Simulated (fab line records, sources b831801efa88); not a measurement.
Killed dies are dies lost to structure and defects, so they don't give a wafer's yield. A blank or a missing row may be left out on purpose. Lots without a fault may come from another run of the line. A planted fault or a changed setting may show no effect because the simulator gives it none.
fab line records | flow sfq_line
record lots=15 wafers=45 last_day=92
route steps=325 shown I6@266
lots that met no fault: from a run of the same line without faults
start_h: hours from the record's first day to the start of the lot's first wafer shown | wait_h: hours since the lot's step before | " the same as in the row above | L1.1+2: a row that stands for several wafers | - no value, or no start given | * or withheld: withheld | < > ~ a bound
route shown NAME@n: a module of which the file shows steps, and the number in the route of the first | usual: mean/standard deviation of fault-free wafers | same: alike in all rows | chamber/n: place in a boat | sites: the reading at each site | _std_site: their standard deviation | _edge_site: outer sites' mean less inner sites' | radius_mm: how far each site lies from the wafer's centre | mask NAME#n: copy n | behind: the tool/chamber that last shaped the wafer | hold: why the lot was held/for how many hours/how that ended | device: the transistor (n, p or np) that didn't switch | end of line: the same wafers' tests at the end of the route | a step without rows: its recipe alone | killed: dies lost to structure and defects at the first sort, not the wafer's yield | map: a wafer's dies, x killed, . not, _ none there
set.NAME: the setting as run; set.NAME@STEP: as run at that earlier step | model.NAME: the simulator's own value behind a step, which no gauge read
steps of the route over a sample of lots; a table a step, a row a wafer
services: from which hour (start_h, from the record's first day; less than 0 if before it) a tool's chamber was out of use, for how many hours, and why
## steps
# step SFQ_TRILAYER_I6_DEP_PECVD_165
# recipe material=SiO2 temp_c=150 time_s=111.11 pressure_torr=2.4 rf_w=183.3 precursor=SiH4/N2O target_thk_nm=500
# usual heater_power_w=87/17 run_length_s=139.0/0.61 throttle_valve_pct=25.0/1.6
# columns lot.wafer tool chamber start_h wait_h heater_power_w run_length_s throttle_valve_pct
L184.2 pecvd-01 1 1681.12 0.0 124 139.0 22.5
L184.5 " 0 " " 84 139.3 23.4
L184.6 " 2 " " 88 140.4 24.1
L185.2 pecvd-02 2 1789.93 0.0 90 139.2 23.9
L185.5 " 2 " " 74 139.2 24.1
L185.6 " 1 " " 109 138.7 26.8
L186.1 pecvd-02 2 1794.73 0.0 87 139.1 23.8
L186.4 " 0 " " 97 139.1 22.9
L186.5 " 1 " " 96 138.5 26.8
L187.3 pecvd-01 0 1797.13 0.0 80 139.4 23.7
L187.4 " 1 " " 122 139.1 22.6
L187.6 " 2 " " 82 139.5 24.7
L188.4 pecvd-02 1 1798.37 0.0 111 139.0 26.5
L188.5 " 0 " " 91 139.1 22.9
L188.6 " 2 " " 82 139.1 24.1
L189.4 pecvd-04 0 1803.35 0.0 68 138.8 27.1
L189.5 " 1 " " 51 140.3 26.7
L189.6 " 2 " " 85 137.9 25.5
L192.2 pecvd-04 1 1810.33 0.0 57 139.5 26.6
L192.5 " 1 " " 57 139.9 26.5
L192.6 " 0 " " 60 138.1 27.0
L193.2 pecvd-04 0 1813.93 0.0 71 138.0 26.9
L193.3 " 2 " " 82 138.0 25.3
L193.6 " 0 " " 75 138.0 27.0
L197.3 pecvd-04 0 1818.73 0.0 73 134.0 26.9
L197.4 " 0 " " 72 134.1 26.8
L197.5 " 2 " " 75 134.2 25.3
L198.3 pecvd-04 2 1822.35 0.0 86 134.1 25.4
L198.5 " 0 " " 65 134.0 26.7
L198.6 " 2 " " 91 134.1 25.3
L199.1 pecvd-04 0 1827.31 0.0 74 133.9 26.7
L199.2 " 2 " " 89 134.4 25.5
L199.5 " 0 " " 75 133.9 26.9
L201.1 pecvd-02 1 1885.72 0.0 111 139.0 27.2
L201.4 " 0 " " 95 138.9 23.3
L201.5 " 2 " " 89 139.3 24.2
L204.1 pecvd-02 2 1921.16 0.0 86 139.1 24.1
L204.3 " 1 " " 93 138.5 27.0
L204.5 " 1 " " 101 139.2 27.3
L206.3 pecvd-02 0 1940.61 0.0 97 139.6 23.3
L206.4 " 0 " " 99 138.8 23.3
L206.5 " 1 " " 111 138.9 27.4
L207.2 pecvd-04 2 1950.23 0.0 86 138.2 25.4
L207.3 " 0 " " 73 138.0 26.9
L207.5 " 1 " " 53 139.7 26.6
## services
# columns tool chamber start_h hours kind
pecvd-01 2 1682.89 18.8 repair
pecvd-02 1 1732.91 21.7 repair
pecvd-01 0 1762.09 27.3 repair
pecvd-01 2 1769.51 8.9 repair
pecvd-04 1 1891.42 11.8 repair
pecvd-01 2 1899.63 6.6 repair
## key
first_sign step=SFQ_TRILAYER_I6_DEP_PECVD_165 reading=run_length_s direction=down sigmas=8.1 usual=* struck=*
effect none on later readings
met_at SFQ_TRILAYER_I6_DEP_PECVD_165
struck_lots L197,L198,L199
onset_between 1813.93 1818.73
fault kind=process_parameter_drift tool=pecvd-04 chamber=- onset_h=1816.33 steps=SFQ_TRILAYER_I6_DEP_PECVD_165 channel=time_s offset=* shape=step end_h=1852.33 acts_in=* stated=*
